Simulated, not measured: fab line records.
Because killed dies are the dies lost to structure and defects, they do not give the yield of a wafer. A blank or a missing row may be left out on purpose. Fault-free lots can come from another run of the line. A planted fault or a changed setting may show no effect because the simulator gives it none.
One fault through the eyes of 2 desks -- flow gf180mcu -- each desk has only its own numbers; what lay behind them comes last

TOOL OWNER'S DESK, pvd_sputter-01
At GF_M4_SPUTTER_01 (material TiN, target thk 30 nm, time 25 s) the tool's own readings: per lot run on this tool, the mean of the sampled wafers that have a number. A lot is out of limits, marked OUT, if its mean lies more than 4 standard deviations from the usual mean; the brackets give that distance.
Columns: A = cathode_dc_power_W at GF_M4_SPUTTER_01, usual 6500.2 W; B = throttle_valve_pct at GF_M4_SPUTTER_01, usual 30.6 %
lot,first seen here,A,B
L416,day 22 16:24,6499.7,30.5
L423,day 25 03:13,6729.6 (+99 or more) OUT,31.5
L424,day 25 09:13,6729.6 (+99 or more) OUT,30.6
L430,day 27 21:43,6499.3,32.0
This desk's verdict: out of limits on L423, L424, starting with L423 at day 25 03:13 (cathode_dc_power_W at GF_M4_SPUTTER_01). Within limits: L416, L430.

THE METROLOGY DESK
What the gauges read, lot by lot, whatever tool the lot ran on: means of the sampled wafers that have a number. A lot is out of limits, marked OUT, if its mean lies more than 4 standard deviations from the usual mean; the brackets give that distance.
Columns: A = M4_ALCU_RS at GF_M4_RS_MEAS_05, usual 0.0713 ohm/sq; B = M4_ALCU_THK at GF_M4_THK_MEAS_06, usual 435 nm
lot,first seen here,A,B
L416,day 22 16:34,0.0717,429
L417,day 22 19:44,0.0702,439
L421,day 24 05:56,0.0714,432
L423,day 25 03:20,0.0714,437
L424,day 25 09:20,0.0714,436
L425,day 25 18:53,0.0713,438
L429,day 26 23:11,0.0715,433
L430,day 27 21:50,0.0708,438
L431,day 28 06:32,0.0705,440
L434,day 28 10:08,0.0707,437
L437,day 29 14:37,0.0718,431
L438,day 29 21:39,0.0712,436
L439,day 30 05:44,0.0708,441
Finding of this desk: none of the 13 lots has anything out of limits.

TAKEN TOGETHER
At day 25 03:13, on L423, L424, the tool owner's desk was in a position to raise an alarm.
Metrology desk: nothing out of limits seen.
The metrology desk has L423, L424 on record, within its limits.
All the named lots went through GF_M4_SPUTTER_01 on pvd_sputter-01.

WHAT HAD BEEN PUT IN BY THE SIMULATOR
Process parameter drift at GF_M4_SPUTTER_01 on pvd_sputter-01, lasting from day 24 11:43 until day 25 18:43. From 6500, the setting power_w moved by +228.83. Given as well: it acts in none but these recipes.
Struck lots among those shown: L423, L424.
How many hours passed from the start of the fault until each desk's first out-of-limits reading: the tool owner's desk, 16.
